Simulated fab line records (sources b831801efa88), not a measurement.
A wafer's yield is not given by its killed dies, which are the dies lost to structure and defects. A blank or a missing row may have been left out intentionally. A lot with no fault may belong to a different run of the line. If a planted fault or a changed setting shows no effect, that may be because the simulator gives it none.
Which tool did it? + flow sky130 + 39 wafers from 13 lots sampled at 2 of the route's 708 steps

## WHAT THE GAUGES READ, wafer by wafer
SKY_SONOS_ONO_THK_MEAS_03. Usual: SONOS_ONO_CVD_02_THK gives 10.48 nm (standard deviation 0.12).
| lot  | measured     | on           | SONOS_ONO_CVD_02_THK (nm) | flag |
|------|--------------|--------------|---------------------------|------|
| L202 | day 11 14:59 | filmMetro-03 | 10.54 10.71 10.52         |      |
| L203 | day 11 15:01 | filmMetro-02 | 10.49 10.67 10.62         |      |
| L204 | day 12 08:13 | filmMetro-02 | 10.41 10.39 10.50         |      |
| L206 | day 13 02:31 | filmMetro-02 | 10.74 10.40 10.59         |      |
| L208 | day 13 20:02 | filmMetro-03 | 10.72 10.62 10.79         |      |
| L211 | day 14 10:21 | filmMetro-04 | 10.49 10.44 10.38         |      |
| L217 | day 16 16:30 | filmMetro-03 | 10.63 10.62 10.58         |      |
| L216 | day 16 18:48 | filmMetro-02 | 10.47 10.45 10.47         |      |
| L218 | day 17 04:14 | filmMetro-02 | 10.20 10.24 10.30         |      |
| L219 | day 17 08:12 | filmMetro-02 | 10.31 10.38 10.50         |      |
| L220 | day 17 11:25 | filmMetro-04 | 10.29 10.36 10.33         |      |
| L223 | day 18 13:19 | filmMetro-02 | 10.47 10.52 10.56         |      |
| L225 | day 19 12:37 | filmMetro-04 | 10.54 10.41 10.42         |      |

SKY_SONOS_ONO_OVL_MEAS_14. Usual: SONOS_ONO_OVL gives 0.4 nm (standard deviation 1.5).
| lot  | measured     | on         | SONOS_ONO_OVL (nm) | flag |
|------|--------------|------------|--------------------|------|
| L202 | day 12 17:50 | overlay-01 | 2.0 1.9 2.6        |      |
| L203 | day 12 17:36 | overlay-01 | 1.2 -0.5 0.1       |      |
| L204 | day 13 10:53 | overlay-01 | -0.3 -1.0 0.0      |      |
| L206 | day 14 04:56 | overlay-01 | 1.6 0.3 0.3        |      |
| L208 | day 15 00:11 | overlay-02 | 1.0 -0.4 0.8       |      |
| L211 | day 15 15:19 | overlay-01 | -1.8 -3.9 -2.2     |      |
| L217 | day 17 22:25 | overlay-02 | -0.3 -1.5 -2.3     |      |
| L216 | day 18 01:10 | overlay-02 | -1.0 -1.7 -0.4     |      |
| L218 | day 18 11:52 | overlay-02 | 1.5 1.5 1.2        |      |
| L219 | day 18 15:10 | overlay-02 | -0.3 1.4 0.6       |      |
| L220 | day 18 18:35 | overlay-02 | 0.2 -0.5 -0.8      |      |
| L223 | day 19 21:08 | overlay-02 | 1.3 1.9 1.1        |      |
| L225 | day 20 20:01 | overlay-02 | -1.5 -1.4 -0.4     |      |

## EACH LOT AND THE TOOL THAT RAN IT (in order: tool; ch and the chambers of the sampled wafers; start)
There is no process step in the record ahead of these readings.

## WHAT THE TOOLS THEMSELVES READ (means of the sampled wafers that have a number; where no wafer has one, the mark that the record gives instead)
The record holds no such reading with a usual standard deviation.

## THE ANSWER, worked out from the rows above alone
Rule: lot off if the mean of its wafers having a number is beyond 3 standard deviations from the usual mean. Also off: a lot with no number at a reading for which 4 or more lots have one. All remaining lots with rows at the step are treated as sound. Order of review: gauges by route order, followed by the tools' own readings, for which a lot's mean as printed above is used. The first step at which some lot is off is used, and at that step the reading that is off furthest; a lot without a number counts as furthest.
No lot is off on any of the readings shown, so nothing can be concluded from this.

## WHAT HAD BEEN PUT IN BY THE SIMULATOR
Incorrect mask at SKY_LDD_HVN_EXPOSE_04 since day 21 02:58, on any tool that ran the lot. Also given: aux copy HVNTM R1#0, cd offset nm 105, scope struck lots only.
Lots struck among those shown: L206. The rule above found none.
